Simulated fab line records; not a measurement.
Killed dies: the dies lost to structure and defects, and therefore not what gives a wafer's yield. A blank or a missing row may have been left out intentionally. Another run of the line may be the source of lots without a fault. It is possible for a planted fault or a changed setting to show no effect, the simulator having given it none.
fab line records ; flow sky130
record lots=6; wafers=18; lastDay=50
route steps=708 shown RES_XHIGH@332 SD_N@342 PAD_OPEN@708
lots that met no fault: taken from a fault-free run of the same line
startH: the number of hours between the record's first day and the start of the first shown wafer of the lot ; waitH: hours since the lot's step before ; " same as the row above ; L1.1+2: several wafers, shown together as one row ; - no value, or no start was given ; * or withheld: withheld ; < > ~ a bound
route shown NAME@n: a module of which the file shows steps, and the number in the route of the first ; usual: mean and standard deviation over wafers with no fault ; same: alike in all rows ; chamber/n: place in a boat ; sites: readings site by site ; _std_site: the standard deviation of these ; _edge_site: outer sites' mean less inner sites' ; radiusMm: for every site, how far away it sits from the centre of the wafer ; mask NAME#n: copy n ; behind: tool/chamber where the wafer was last shaped ; hold: why the lot went on hold/how many hours it stayed there/how the hold came to an end ; device: the n, p or np transistor that did not switch ; end of line: the route-end tests of the same wafers ; a step given without rows: its recipe and nothing more ; killed: at the first sort, the dies lost to defects and structure; wafer yield is something else ; map: a wafer's dies, x killed, . not, _ none there
set.NAME: the setting that was run; set.NAME@STEP: the one run at that earlier step ; model.NAME: the simulator's own value behind a step, which no gauge read
lots at some steps of the route; a table a step, a row a wafer
services: when a tool's chamber went out of use (startH, in hours from the record's first day, below 0 if earlier), for how many hours, and the reason
## steps
# step SKY_RES_XHIGH_DEHYDRATE_00
# recipe tempC=200; timeS=60
# step SKY_RES_XHIGH_HMDS_01
# recipe primeTimeS=60; primeTempC=120
# step SKY_RES_XHIGH_COAT_02
# recipe resist=NOVOLAK; spinRpm=3000; resistThkNm=1140
# step SKY_RES_XHIGH_SOFTBAKE_03
# recipe tempC=90; timeS=60; resist=NOVOLAK
# step SKY_RES_XHIGH_EXPOSE_04
# recipe maskId=URPM; na=0.6; sourceShape=conventional; sigmaOuter=0.6; polarization=unpolarized; targetCdNm=1270; doseMj=140
# step SKY_RES_XHIGH_PEB_05
# recipe tempC=withheld; timeS=*; resist=NOVOLAK
# step SKY_RES_XHIGH_DEVELOP_06
# recipe resist=NOVOLAK; developer=TMAH; developTimeS=60; devTempC=23
# step SKY_RES_XHIGH_IMPLANT_07
# recipe species=BF2; energyKev=20; doseCm2=3.6e+14; tiltDeg=0
# step SKY_RES_XHIGH_STRIP_08
# recipe chemistry=O2/N2; powerW=1400; pressureMtorr=1500; platenTempC=withheld; o2FlowSccm=3000; n2FlowSccm=300; overashFraction=0.5
# usual drypumpMotorCurrentA=5.71/0.29; oesProductAu=0.711/0.0045; stripTimeToEndpointS=14.24/0.035
lot.wafer;tool;chamber;startH;waitH;drypumpMotorCurrentA;oesProductAu;rfHoursCounterH;stripTimeToEndpointS
L798.2;plasmaAsher-01;0;686.04;0.1;5.28;0.712;100;14.20
L798.4;plasmaAsher-01;0;686.04;0.1;5.28;0.701;-;14.18
L798.5;plasmaAsher-01;1;686.04;0.1;5.48;0.714;-;14.20
L804.1;plasmaAsher-04;1;706.54;0.1;5.71;0.704;58;14.21
L804.2;plasmaAsher-04;0;706.54;0.1;5.84;0.713;58;14.23
L804.3;plasmaAsher-04;0;706.54;0.1;5.82;0.709;-;14.21
L807.1;plasmaAsher-03;1;760.84;0.1;6.22;0.706;33;14.19
L807.4;plasmaAsher-03;1;760.84;0.1;6.22;0.705;-;14.23
L807.5;plasmaAsher-03;0;760.84;0.1;5.81;0.710;-;14.22
L810.2;plasmaAsher-01;0;773.59;0.1;5.25;0.711;2;14.27
L810.4;plasmaAsher-01;1;773.59;0.1;5.46;0.711;-;14.25
L810.5;plasmaAsher-01;0;773.59;0.1;5.25;0.707;-;14.26
L815.1;plasmaAsher-03;1;792.64;0.1;6.22;0.703;36;14.20
L815.3;plasmaAsher-03;0;792.64;0.1;5.80;0.711;-;14.26
L815.6;plasmaAsher-03;1;792.64;0.1;6.20;0.709;-;14.22
L816.2;plasmaAsher-01;0;800.11;0.1;5.28;0.705;5;14.28
L816.4;plasmaAsher-01;1;800.11;0.1;5.47;0.706;-;14.27
L816.5;plasmaAsher-01;1;800.11;0.1;5.46;0.716;-;14.25
# step SKY_RES_XHIGH_TW_MEAS_09
# usual RES_XHIGH_TW=1637/9.5
lot.wafer;tool;chamber;startH;waitH;RES_XHIGH_TW
L798.2;filmMetro-02;-;686.15;0.1;1627
L798.4;filmMetro-02;-;686.15;0.1;1639
L798.5;filmMetro-02;-;686.15;0.1;1642
L804.1;filmMetro-02;-;706.64;0.1;1630
L804.2;filmMetro-02;-;706.64;0.1;1625
L804.3;filmMetro-02;-;706.64;0.1;1624
L807.1;filmMetro-01;-;760.94;0.1;1625
L807.4;filmMetro-01;-;760.94;0.1;1628
L807.5;filmMetro-01;-;760.94;0.1;1628
L810.2;filmMetro-01;-;773.70;0.1;1629
L810.4;filmMetro-01;-;773.70;0.1;1628
L810.5;filmMetro-01;-;773.70;0.1;1636
L815.1;filmMetro-01;-;792.74;0.1;1649
L815.3;filmMetro-01;-;792.74;0.1;1650
L815.6;filmMetro-01;-;792.74;0.1;1651
L816.2;filmMetro-01;-;800.22;0.1;1639
L816.4;filmMetro-01;-;800.22;0.1;1635
L816.5;filmMetro-01;-;800.22;0.1;1640
# step SKY_SD_N_DEHYDRATE_00
# recipe tempC=200; timeS=60
# step SKY_SD_N_HMDS_01
# recipe primeTimeS=60; primeTempC=120
# step SKY_SD_N_COAT_02
# recipe resist=NOVOLAK; spinRpm=3000; resistThkNm=1140
lot.wafer;tool;chamber;startH;waitH;model.NOVOLAK_of_SD_N_COAT_02.thkNm
L798.2;lithoTrack-03;0;700.06;0.1;1139
L798.4;lithoTrack-03;0;700.06;0.1;1137
L798.5;lithoTrack-03;0;700.06;0.1;1140
L804.1;lithoTrack-01;0;720.51;0.1;1135
L804.2+3;lithoTrack-01;0;720.51;0.1;1137
L807.1;lithoTrack-01;0;774.31;0.1;795.2
L807.4;lithoTrack-01;0;774.31;0.1;795.5
L807.5;lithoTrack-01;0;774.31;0.1;795
L810.2;lithoTrack-01;0;786.88;0.1;792
L810.4;lithoTrack-01;0;786.88;0.1;792.3
L810.5;lithoTrack-01;0;786.88;0.1;793.1
L815.1;lithoTrack-02;0;805.59;0.1;1138
L815.3;lithoTrack-02;0;805.59;0.1;1141
L815.6;lithoTrack-02;0;805.59;0.1;1140
L816.2;lithoTrack-03;0;813.86;0.1;1140
L816.4;lithoTrack-03;0;813.86;0.1;1139
L816.5;lithoTrack-03;0;813.86;0.1;1137
# step SKY_SD_N_SOFTBAKE_03
# recipe tempC=90; timeS=60; resist=NOVOLAK
# step SKY_SD_N_EXPOSE_04
# recipe maskId=NSDM; na=0.6; sourceShape=conventional; sigmaOuter=0.6; polarization=unpolarized; targetCdNm=380; doseMj=141
# step SKY_SD_N_PEB_05
# recipe tempC=withheld; timeS=*; resist=NOVOLAK
# step SKY_SD_N_DEVELOP_06
# recipe resist=NOVOLAK; developer=TMAH; developTimeS=60; devTempC=21.99
# same developTimeS=60
lot.wafer;tool;chamber;startH;waitH;model.NOVOLAK_of_SD_N_COAT_02.thkNm;model.SD_N.cdNm
L798.2;lithoTrack-01;0;713.48;0.1;1138;380.8
L798.4;lithoTrack-01;0;713.48;0.1;1137;380.2
L798.5;lithoTrack-01;0;713.48;0.1;1139;380.6
L804.1;lithoTrack-02;0;733.79;0.1;1134;383.9
L804.2;lithoTrack-02;0;733.79;0.1;1136;381.3
L804.3;lithoTrack-02;0;733.79;0.1;1136;381.9
L807.1;lithoTrack-02;0;787.84;0.1;794.7;425.7
L807.4;lithoTrack-02;0;787.84;0.1;795;423.5
L807.5;lithoTrack-02;0;787.84;0.1;794.6;426.2
L810.2;lithoTrack-03;0;800.26;0.1;791.6;418.5
L810.4;lithoTrack-03;0;800.26;0.1;791.9;420.9
L810.5;lithoTrack-03;0;800.26;0.1;792.6;419
L815.1;lithoTrack-02;0;818.64;0.1;1138;380.1
L815.3;lithoTrack-02;0;818.64;0.1;1140;375.8
L815.6;lithoTrack-02;0;818.64;0.1;1140;377.4
L816.2;lithoTrack-01;0;826.48;0.1;1139;378.1
L816.4;lithoTrack-01;0;826.48;0.1;1139;379.5
L816.5;lithoTrack-01;0;826.48;0.1;1137;379.6
# step SKY_SD_N_CD_MEAS_07
# recipe targetCdNm=380
# usual cdNm=380.3/2.7
lot.wafer;tool;chamber;startH;waitH;cdNm
L798.2;cdSem-02;-;713.63;0.1;381.3
L798.4;cdSem-02;-;713.63;0.1;380.2
L798.5;cdSem-02;-;713.63;0.1;380.9
L804.1;cdSem-01;-;733.94;0.1;384.2
L804.2;cdSem-01;-;733.94;0.1;381.2
L804.3;cdSem-01;-;733.94;0.1;382.0
L807.1;cdSem-01;-;787.99;0.1;425.8
L807.4;cdSem-01;-;787.99;0.1;423.9
L807.5;cdSem-01;-;787.99;0.1;426.2
L810.2;cdSem-01;-;800.40;0.1;418.3
L810.4;cdSem-01;-;800.40;0.1;420.9
L810.5;cdSem-01;-;800.40;0.1;419.0
L815.1;cdSem-01;-;818.79;0.1;380.1
L815.3;cdSem-01;-;818.79;0.1;376.0
L815.6;cdSem-01;-;818.79;0.1;377.4
L816.2;cdSem-02;-;826.63;0.1;377.9
L816.4;cdSem-02;-;826.63;0.1;379.7
L816.5;cdSem-02;-;826.63;0.1;379.6
# step SKY_SD_N_OVL_MEAS_08
# usual SD_N_OVL=-0.1/1.5
lot.wafer;tool;chamber;startH;waitH;SD_N_OVL[nm]
L798.2;overlay-02;-;713.73;0.1;-2.4
L798.4;overlay-02;-;713.73;0.1;-1.9
L798.5;overlay-02;-;713.73;0.1;-0.1
L804.1;overlay-02;-;734.06;0.1;2.3
L804.2;overlay-02;-;734.06;0.1;1.3
L804.3;overlay-02;-;734.06;0.1;2.1
L807.1;overlay-02;-;788.11;0.1;-0.8
L807.4;overlay-02;-;788.11;0.1;-0.8
L807.5;overlay-02;-;788.11;0.1;-0.5
L810.2;overlay-01;-;800.51;0.1;-0.9
L810.4;overlay-01;-;800.51;0.1;0.1
L810.5;overlay-01;-;800.51;0.1;-0.7
L815.1;overlay-02;-;818.91;0.1;1.7
L815.3;overlay-02;-;818.91;0.1;-0.2
L815.6;overlay-02;-;818.91;0.1;0.0
L816.2;overlay-01;-;826.73;0.1;1.4
L816.4;overlay-01;-;826.73;0.1;0.1
L816.5;overlay-01;-;826.73;0.1;1.0
# step SKY_SD_N_IMPLANT_09
# recipe species=As; energyKev=50; doseCm2=4e+15; tiltDeg=0
# step SKY_SD_N_IMPLANT_10
# recipe species=P; energyKev=20; doseCm2=1e+14; tiltDeg=0
# step SKY_SD_N_STRIP_11
# recipe chemistry=O2/N2; powerW=1400; pressureMtorr=1500; platenTempC=withheld; o2FlowSccm=3000; n2FlowSccm=300; overashFraction=0.5
# usual drypumpMotorCurrentA=5.7/0.55; oesProductAu=0.527/0.0044; stripTimeToEndpointS=22.52/0.042
lot.wafer;tool;chamber;startH;waitH;drypumpMotorCurrentA;oesProductAu;rfHoursCounterH;stripTimeToEndpointS
L798.2;plasmaAsher-02;1;714.06;0.1;4.8;0.527;90;22.53
L798.4;plasmaAsher-02;1;714.06;0.1;4.8;0.525;-;22.52
L798.5;plasmaAsher-02;1;714.06;0.1;4.8;0.527;-;22.55
L804.1;plasmaAsher-03;0;734.40;0.1;5.8;0.530;30;22.46
L804.2;plasmaAsher-03;1;734.40;0.1;6.2;0.531;30;22.48
L804.3;plasmaAsher-03;1;734.40;0.1;6.2;0.523;-;22.48
L807.1;plasmaAsher-01;0;788.45;0.1;5.3;0.494;4;18.64
L807.4;plasmaAsher-01;1;788.45;0.1;5.5;0.491;-;18.63
L807.5;plasmaAsher-01;1;788.45;0.1;5.5;0.491;-;18.65
L810.2;plasmaAsher-02;1;800.84;0.1;4.8;0.488;98;18.60
L810.4;plasmaAsher-02;0;800.84;0.1;6.1;0.488;-;18.59
L810.5;plasmaAsher-02;1;800.84;0.1;4.8;0.481;-;18.61
L815.1;plasmaAsher-02;0;819.25;0.1;6.1;0.537;100;22.52
L815.3;plasmaAsher-02;0;819.25;0.1;6.1;0.524;-;22.57
L815.6;plasmaAsher-02;0;819.25;0.1;6.1;0.524;-;22.53
L816.2;plasmaAsher-03;0;827.06;0.1;5.8;0.528;40;22.56
L816.4;plasmaAsher-03;1;827.06;0.1;6.2;0.527;-;22.55
L816.5;plasmaAsher-03;1;827.06;0.1;6.2;0.529;-;22.51
# step SKY_SD_N_TW_MEAS_12
# usual SD_N_TW=3973/29
lot.wafer;tool;chamber;startH;waitH;SD_N_TW
L798.2;filmMetro-03;-;714.17;0.1;3992
L798.4;filmMetro-03;-;714.17;0.1;3983
L798.5;filmMetro-03;-;714.17;0.1;3991
L804.1;filmMetro-02;-;734.50;0.1;3976
L804.2;filmMetro-02;-;734.50;0.1;3984
L804.3;filmMetro-02;-;734.50;0.1;3992
L807.1;filmMetro-01;-;788.55;0.1;3979
L807.4;filmMetro-01;-;788.55;0.1;3976
L807.5;filmMetro-01;-;788.55;0.1;3969
L810.2;filmMetro-02;-;800.95;0.1;3941
L810.4;filmMetro-02;-;800.95;0.1;3942
L810.5;filmMetro-02;-;800.95;0.1;3938
L815.1;filmMetro-03;-;819.35;0.1;4008
L815.3;filmMetro-03;-;819.35;0.1;4006
L815.6;filmMetro-03;-;819.35;0.1;4026
L816.2;filmMetro-03;-;827.17;0.1;4004
L816.4;filmMetro-03;-;827.17;0.1;4000
L816.5;filmMetro-03;-;827.17;0.1;4016
# step SKY_PAD_OPEN_PROBE_99
# usual killed_at_M0_to_M3=42/6.4; killed_at_M4_up=2.9/1.7; killedAtContacts=25/5.2; killedAtFrontEnd=16/4.4; killedAtOther=0.4/0.65; killedDies=86/9.2; killedOpen=47/6.6; killedShort=39/5.8
# same grossDies=492; killedAtBackSide=0
lot.wafer;tool;chamber;startH;waitH;killed_at_M0_to_M3;killed_at_M4_up;killedAtContacts;killedAtFrontEnd;killedAtOther;killedDies;killedOpen;killedShort
L798.2;prober-02;-;1124.51;0.1;43;3;29;24;0;99;58;41
L798.4;prober-02;-;1124.61;0.2;37;2;28;16;0;83;53;30
L798.5;prober-02;-;1124.66;0.2;41;2;23;14;0;80;51;29
L804.1;prober-02;-;1142.44;0.1;33;5;22;14;0;74;44;30
L804.2;prober-02;-;1142.49;0.1;52;4;26;17;0;99;58;41
L804.3;prober-02;-;1142.54;0.2;36;1;20;16;1;74;35;39
L807.1;prober-01;-;1176.62;0.1;26;2;24;11;0;63;32;31
L807.4;prober-01;-;1176.77;0.2;34;1;33;10;0;78;47;31
L807.5;prober-01;-;1176.82;0.2;37;6;25;15;0;83;40;43
L816.2;prober-02;-;1202.06;0.1;46;4;21;17;0;88;43;45
L816.4;prober-02;-;1202.16;0.2;53;6;32;11;0;102;59;43
L816.5;prober-02;-;1202.21;0.2;50;5;26;13;0;94;51;43
# killed by level:class
L798.2 CONTACT:geometricParticle:open=14 VIA1:geometricParticle:open=11 POLY_GATE:geometricParticle:open=10 POLY_GATE:geometricParticle:short=7 LI_CONTACT:geometricParticle:open=7 VIA2:geometricParticle:open=5 CONTACT:geometricParticle:short=4 METAL1:geometricParticle:short=4
L798.4 LI_CONTACT:geometricParticle:open=10 CONTACT:geometricParticle:open=10 VIA3:geometricParticle:open=8 VIA2:geometricParticle:open=7 POLY_GATE:geometricParticle:open=5 VIA1:geometricParticle:open=4 VIA1:geometricParticle:short=4 FIELD_ISO:geometricParticle:open=3
L798.5 VIA1:geometricParticle:open=12 CONTACT:geometricParticle:open=10 VIA1:geometricParticle:short=6 VIA3:geometricParticle:open=6 LI_CONTACT:geometricParticle:open=5 LOCAL_INTERCONNECT:geometricParticle:short=5 METAL1:geometricParticle:short=4 POLY_GATE:geometricParticle:short=4
L804.1 CONTACT:geometricParticle:open=10 FIELD_ISO:geometricParticle:open=5 LI_CONTACT:geometricParticle:open=5 VIA1:geometricParticle:open=5 VIA2:geometricParticle:open=5 VIA3:geometricParticle:open=5 FIELD_ISO:geometricParticle:short=4 METAL1:geometricParticle:short=4
L804.2 VIA1:geometricParticle:open=14 LI_CONTACT:geometricParticle:open=11 CONTACT:geometricParticle:open=8 VIA1:geometricParticle:short=8 VIA2:geometricParticle:open=6 FIELD_ISO:geometricParticle:open=5 METAL1:geometricParticle:short=5 METAL2:geometricParticle:short=5
L804.3 CONTACT:geometricParticle:open=8 VIA3:geometricParticle:open=6 VIA1:geometricParticle:open=6 POLY_GATE:geometricParticle:short=5 LI_CONTACT:geometricParticle:open=5 VIA1:geometricParticle:short=5 VIA2:geometricParticle:open=5 CONTACT:geometricParticle:short=4
L807.1 LOCAL_INTERCONNECT:geometricParticle:short=7 LI_CONTACT:geometricParticle:open=6 CONTACT:geometricParticle:open=6 METAL1:geometricParticle:short=4 VIA2:geometricParticle:open=4 FIELD_ISO:geometricParticle:open=3 POLY_GATE:geometricParticle:short=3 VIA1:geometricParticle:short=3
L807.4 VIA1:geometricParticle:open=13 LI_CONTACT:geometricParticle:open=11 CONTACT:geometricParticle:open=9 LI_CONTACT:geometricParticle:short=5 VIA1:geometricParticle:short=5 VIA3:geometricParticle:open=5 METAL2:geometricParticle:short=4 CONTACT:geometricParticle:short=4
L807.5 CONTACT:geometricParticle:open=10 METAL2:geometricParticle:short=8 FIELD_ISO:geometricParticle:short=5 VIA1:geometricParticle:open=5 VIA3:geometricParticle:open=5 LI_CONTACT:geometricParticle:short=4 LI_CONTACT:geometricParticle:open=4 CONTACT:geometricParticle:short=4
L816.2 VIA3:geometricParticle:open=9 METAL1:geometricParticle:short=8 CONTACT:geometricParticle:open=8 VIA1:geometricParticle:open=6 VIA1:geometricParticle:short=5 SPACER:geometricParticle:open=4 LI_CONTACT:geometricParticle:short=4 METAL2:geometricParticle:short=4
L816.4 CONTACT:geometricParticle:open=13 METAL1:geometricParticle:short=9 VIA1:geometricParticle:open=9 METAL2:geometricParticle:short=8 LI_CONTACT:geometricParticle:open=7 VIA2:geometricParticle:open=6 VIA3:geometricParticle:open=6 FIELD_ISO:geometricParticle:open=4
L816.5 VIA3:geometricParticle:open=13 VIA1:geometricParticle:open=9 METAL2:geometricParticle:short=9 LI_CONTACT:geometricParticle:open=8 CONTACT:geometricParticle:open=8 LOCAL_INTERCONNECT:geometricParticle:short=5 VIA2:geometricParticle:open=5 POLY_GATE:geometricParticle:short=4
## services
tool;chamber;startH;hours;kind
plasmaAsher-02;-;667.72;3.0;repair
plasmaAsher-01;-;690.48;2.2;repair
plasmaAsher-01;-;732.02;1.7;repair
plasmaAsher-01;-;733.75;9.0;pm
plasmaAsher-01;0;733.75;9.0;ventCycle
plasmaAsher-01;1;733.75;9.0;ventCycle
plasmaAsher-01;0;742.75;-;clean
plasmaAsher-01;1;742.75;-;clean
plasmaAsher-01;-;758.94;2.8;repair
plasmaAsher-01;-;782.19;2.0;repair
lithoTrack-01;-;806.12;-;consumableReplace:filter
## key
firstSign step=SKY_SD_N_CD_MEAS_07; reading=cdNm; direction=up; sigmas=16; usual=380.3; struck=422.3
effect step=SKY_SD_N_STRIP_11; reading=stripTimeToEndpointS; direction=down; sigmas=94; usual=*; struck=*
modelEffect step=SKY_SD_N_COAT_02; value=NOVOLAK_of_SD_N_COAT_02.thkNm; without=1136; struck=793.8
modelEffect step=SKY_SD_N_DEVELOP_06; value=NOVOLAK_of_SD_N_COAT_02.thkNm; without=1136; struck=793.4
metAt SKY_SD_N_COAT_02
struckWafers L807.1,L807.4,L807.5,L810.2,L810.4,L810.5
testerLeftOut L807,L810
onsetBetween 720.51 774.31
fault kind=processParameterDrift; tool=lithoTrack-01; chamber=-; onsetH=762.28; steps=SKY_SD_N_COAT_02; channel=resistThkNm; offset=-343.36; shape=step; endH=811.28; actsIn=theseRecipesOnly; stated=1140
# testerLeftOut: of these lots the tester's yield and bins aren't shown, on N5 and GAA mostly nor the transistor test; their killed dies are dies lost to structure and defects alone, not to doping, threshold or leakage, so they don't give the yield
